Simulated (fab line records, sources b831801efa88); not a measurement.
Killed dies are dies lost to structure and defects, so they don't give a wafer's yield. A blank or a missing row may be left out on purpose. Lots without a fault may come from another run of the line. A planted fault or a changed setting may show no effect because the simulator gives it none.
fab line records | flow sfq_line
record lots=6 wafers=18 last_day=97
route steps=325 shown C5@248 M6@251
lots that met no fault: from a run of the same line without faults
start_h: hours from the record's first day to the start of the lot's first wafer shown | wait_h: hours since the lot's step before | " the same as in the row above | L1.1+2: a row that stands for several wafers | - no value, or no start given | * or withheld: withheld | < > ~ a bound
route shown NAME@n: a module of which the file shows steps, and the number in the route of the first | usual: mean/standard deviation of fault-free wafers | same: alike in all rows | chamber/n: place in a boat | sites: the reading at each site | _std_site: their standard deviation | _edge_site: outer sites' mean less inner sites' | radius_mm: how far each site lies from the wafer's centre | mask NAME#n: copy n | behind: the tool/chamber that last shaped the wafer | hold: why the lot was held/for how many hours/how that ended | device: the transistor (n, p or np) that didn't switch | end of line: the same wafers' tests at the end of the route | a step without rows: its recipe alone | killed: dies lost to structure and defects at the first sort, not the wafer's yield | map: a wafer's dies, x killed, . not, _ none there
set.NAME: the setting as run; set.NAME@STEP: as run at that earlier step | model.NAME: the simulator's own value behind a step, which no gauge read
lots at some steps of the route; a table a step, a row a wafer
services: from which hour (start_h, from the record's first day; less than 0 if before it) a tool's chamber was out of use, for how many hours, and why
## steps
# step SFQ_TRILAYER_C5_ETCH_VIA_ETCH_154
# recipe target=SiO2 mask_material=PR chemistry=CHF3 target_depth_nm=84 source_w=500 bias_w=81.09 pressure_mtorr=30 time_s=withheld stop_on=Nb
# usual bias_w=81.09/0.26 drypump_motor_current_A=5.7/0.55 oes_product_au=0.896/0.0083
# columns lot.wafer tool chamber start_h wait_h bias_w drypump_motor_current_A oes_product_au
L381.1 rie_diel-02 0 1867.59 0.0 81.16 6.0 0.885
L381.2 " 2 " " 81.04 5.7 0.878
L381.6 " 2 " " 81.07 5.8 0.896
L384.1 rie_diel-02 0 1896.05 0.0 81.02 6.0 0.898
L384.2 " 1 " " 81.28 6.7 0.884
L384.6 " 2 " " 81.47 5.7 0.900
L385.3 rie_diel-04 3 1898.45 0.0 81.08 4.6 0.874
L385.5 " 3 " " 80.90 4.7 0.885
L385.6 " 0 " " 81.08 5.7 0.882
L389.1 rie_diel-04 2 1938.40 0.0 81.09 6.4 0.891
L389.2 " 0 " " 80.74 5.7 0.892
L389.4 " 1 " " 81.02 5.4 0.905
L395.2 rie_diel-02 1 2042.71 0.0 81.31 6.7 0.876
L395.3 " 3 " " 81.36 5.3 0.889
L395.4 " 2 " " 80.52 5.7 0.903
L396.2 rie_diel-04 0 2043.91 0.0 81.00 5.7 0.902
L396.3 " 2 " " 81.36 6.4 0.896
L396.5 " 2 " " 81.12 6.4 0.897
# step SFQ_TRILAYER_C5_STRIP_STRIP_155
# recipe gas=O2 power_w=200 platen_temp_c=40 overash_fraction=0.65 chemistry=O2 pressure_mtorr=50
# usual drypump_motor_current_A=5.6/0.43 oes_product_au=0.998/0.0073
# same overash_fraction=0.65
# columns lot.wafer tool chamber start_h wait_h drypump_motor_current_A oes_product_au rf_hours_counter_h
L381.1 rie_metal-03 1 1867.64 - 4.8 0.988 100
L381.2 " 0 " " 5.6 0.999 38
L381.6 " 1 " " 4.9 0.987 -
L384.1 rie_metal-04 1 1896.10 - 6.2 1.003 74
L384.2 " 0 " " 5.6 0.995 11
L384.6 " 0 " " 5.6 0.999 -
L385.3 rie_metal-03 0 1898.70 - 5.5 0.998 -
L385.5 " 1 " " 4.8 0.993 -
L385.6 " 0 " " 5.6 0.987 -
L389.1 rie_metal-04 1 1938.44 - 6.2 1.013 79
L389.2 " 0 " " 5.6 1.004 16
L389.4 " 0 " " 5.5 1.007 -
L395.2 rie_metal-04 0 2042.76 - 5.5 0.999 31
L395.3 " 0 " " 5.6 1.009 -
L395.4 " 1 " " 6.2 1.000 -
L396.2 rie_metal-01 1 2043.96 - 5.3 0.997 113
L396.3 " 1 " " 5.4 0.994 -
L396.5 " 1 " " 5.3 0.983 -
# step SFQ_TRILAYER_C5_STRIP_SOLV_CLEAN_156
# recipe chemistry=NMP temp_c=70 time_s=600
# step SFQ_TRILAYER_M6_DEP_PRE_CLEAN_158
# recipe gas=Ar time_s=22.5 bias_v=250
# step SFQ_TRILAYER_M6_DEP_SPUTTER_157
# recipe material=Nb base_pressure_pa=1.33e-06 chamber_pressure_pa=0.1333 substrate_temp_c=20 target_thk_nm=200 power_w=2000 time_s=133.3
# usual base_pressure_pa=1.33e-06/7.2e-08 throttle_valve_pct=29.9/1.2
# columns lot.wafer tool chamber start_h wait_h base_pressure_pa throttle_valve_pct
L381.1 pvd_sputter-06 - 1868.45 0.0 1.21e-06 28.4
L381.2 " - " " 1.4e-06 28.7
L381.6 " - " " 1.38e-06 28.2
L384.1 pvd_sputter-06 - 1896.90 0.0 1.37e-06 28.2
L384.2 " - " " 1.36e-06 28.9
L384.6 " - " " 1.37e-06 31.5
L385.3 pvd_sputter-06 - 1899.32 0.0 1.4e-06 27.9
L385.5 " - " " 1.28e-06 28.4
L385.6 " - " " 1.27e-06 31.2
L389.1 pvd_sputter-05 - 1939.25 0.0 1.33e-06 31.5
L389.2 " - " " 1.3e-06 29.4
L389.4 " - " " 1.36e-06 30.6
L395.2 pvd_sputter-03 - 2043.77 0.0 1.37e-06 31.0
L395.3 " - " " 1.28e-06 28.6
L395.4 " - " " 1.24e-06 29.7
L396.2 pvd_sputter-06 - 2044.97 0.0 1.35e-06 28.6
L396.3 " - " " 1.2e-06 31.4
L396.5 " - " " 1.21e-06 28.8
# step SFQ_M6_RS_MEAS_938
# recipe thk_meas_gauge=four-point-probe reads=Nb_of_TRILAYER_M6_DEP_SPUTTER_157
# usual M6_NB_RS=0.887/0.0092
# columns lot.wafer tool chamber start_h wait_h M6_NB_RS[ohm/sq]
L381.1 film_metro-03 - 1868.54 0.0 0.879
L381.2 " - " " 0.881
L381.6 " - " " 0.882
L384.1 film_metro-04 - 1896.99 0.0 0.896
L384.2 " - " " 0.886
L384.6 " - " " 0.889
L385.3 film_metro-02 - 1899.45 0.1 0.897
L385.5 " - " " 0.892
L385.6 " - " " 0.893
L389.1 film_metro-04 - 1939.34 0.0 0.881
L389.2 " - " " 0.865
L389.4 " - " " 0.878
L395.2 film_metro-04 - 2043.88 0.1 0.875
L395.3 " - " " 0.873
L395.4 " - " " 0.876
L396.2 film_metro-02 - 2045.08 0.1 0.885
L396.3 " - " " 0.879
L396.5 " - " " 0.880
# step SFQ_TRILAYER_M6_LITHO_COAT_164
# recipe resist=BARC spin_rpm=3000 resist_thk_nm=60.96
# step SFQ_TRILAYER_M6_LITHO_COAT_159
# recipe resist=KrF spin_rpm=3000 resist_thk_nm=600
# step SFQ_TRILAYER_M6_LITHO_SOFTBAKE_163
# recipe temp_c=withheld time_s=withheld resist=KrF
# step SFQ_TRILAYER_M6_LITHO_EXPOSE_160
# recipe mask_id=M6 na=0.6 source_shape=conventional sigma_outer=0.65 target_cd_nm=500 dose_mj=14.4
# step SFQ_TRILAYER_M6_LITHO_PEB_162
# recipe peb_temp_c=115 peb_time_s=60 resist=KrF
# step SFQ_TRILAYER_M6_LITHO_DEVELOP_161
# recipe time_s=60 resist=KrF
# usual chill_plate_temp_C=22.98/0.1 exhaust_pa=45.1/1.1 resist_line_temp_C=23.01/0.09
# columns lot.wafer tool chamber start_h wait_h chill_plate_temp_C exhaust_pa resist_line_temp_C model.KrF_of_TRILAYER_M6_LITHO_COAT_159.thk_nm
L381.1 litho_track-03 0 1872.17 0.1 23.07 45.7 23.01 574.4
L381.2 " 0 " " 23.09 45.5 22.88 575
L381.6 " 0 " " 22.96 44.6 22.95 574.3
L384.1 litho_track-02 - 1901.21 0.1 - - - 601.4
L384.2 " - " " - - - 602.4
L384.6 " - " " - - - 602.1
L385.3 litho_track-02 - 1903.66 0.1 - - - 599.4
L385.5 " - " " - - - 600.5
L385.6 " - " " - - - 599.5
L389.1 litho_track-02 0 1947.77 0.1 22.84 45.7 23.24 574.5
L389.2 " 0 " " 22.97 45.3 22.97 574.2
L389.4 " 0 " " 23.07 46.4 23.09 574.9
L395.2 litho_track-04 0 2047.31 0.1 22.81 45.6 23.07 572.8
L395.3 " 0 " " 22.96 44.2 22.90 572.5
L395.4 " 0 " " 22.90 44.3 22.88 573.4
L396.2 litho_track-04 0 2049.71 0.1 23.09 46.5 23.02 574.8
L396.3 " 0 " " 23.08 45.7 23.10 576
L396.5 " 0 " " 23.04 45.6 22.90 575.8
# step SFQ_M6_OVL_MEAS_940
# usual M6_OVL=2/5
# columns lot.wafer tool chamber start_h wait_h M6_OVL[nm]
L381.1 overlay-02 - 1872.32 0.1 0
L381.2 " - " " 11
L381.6 " - " " 1
L384.1 overlay-02 - 1901.36 0.1 -
L384.2 " - " " -
L384.6 " - " " -
L385.3 overlay-02 - 1903.77 0.1 -
L385.5 " - " " -
L385.6 " - " " -
L389.1 overlay-01 - 1947.92 0.1 0
L389.2 " - " " -6
L389.4 " - " " -5
L395.2 overlay-02 - 2047.44 0.1 1
L395.3 " - " " -3
L395.4 " - " " 0
L396.2 overlay-02 - 2049.84 0.1 8
L396.3 " - " " 4
L396.5 " - " " 6
## services
# columns tool chamber start_h hours kind
rie_diel-02 1 1874.69 7.4 repair
pvd_sputter-06 0 1875.80 - consumable_replace:kit
pvd_sputter-06 0 1875.80 18.0 scheduled_down
pvd_sputter-06 0 1875.80 18.0 vent_cycle
rie_diel-02 3 1895.38 3.5 repair
pvd_sputter-06 - 1899.58 1.2 repair
rie_metal-04 - 1901.41 15.6 pm
pvd_sputter-05 - 1911.50 4.3 repair
rie_diel-04 0 1923.44 4.9 repair
rie_metal-03 - 1934.81 0.6 repair
rie_diel-02 - 1937.91 0.4 repair
rie_diel-02 2 1972.69 - clean
rie_diel-02 2 1972.69 22.3 scheduled_down
rie_diel-02 2 1972.69 22.3 vent_cycle
rie_diel-02 1 1985.13 4.1 repair
rie_metal-01 0 1992.82 - clean
rie_metal-01 0 1992.82 18.3 scheduled_down
pvd_sputter-05 - 1993.85 2.5 repair
pvd_sputter-06 - 1996.42 7.7 repair
rie_diel-04 0 2002.75 2.1 repair
rie_metal-01 - 2006.24 2.8 pm
pvd_sputter-05 - 2015.23 3.3 repair
rie_metal-01 - 2032.17 2.1 repair
rie_diel-04 2 2044.14 3.6 repair
## key
first_sign step=SFQ_TRILAYER_M6_LITHO_DEVELOP_161 reading=tool_record direction=missing
effect none on later readings
model_effect step=SFQ_TRILAYER_M6_LITHO_DEVELOP_161 value=KrF_of_TRILAYER_M6_LITHO_COAT_159.thk_nm without=575.5 struck=600.9
met_at SFQ_TRILAYER_M6_LITHO_DEVELOP_161
struck_wafers L384.1,L384.2,L384.6,L385.3,L385.5,L385.6
fault kind=skipped_step_whole tool=litho_track-02 chamber=- onset_h=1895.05 steps=SFQ_TRILAYER_M6_LITHO_DEVELOP_161 scope=struck_lots_only
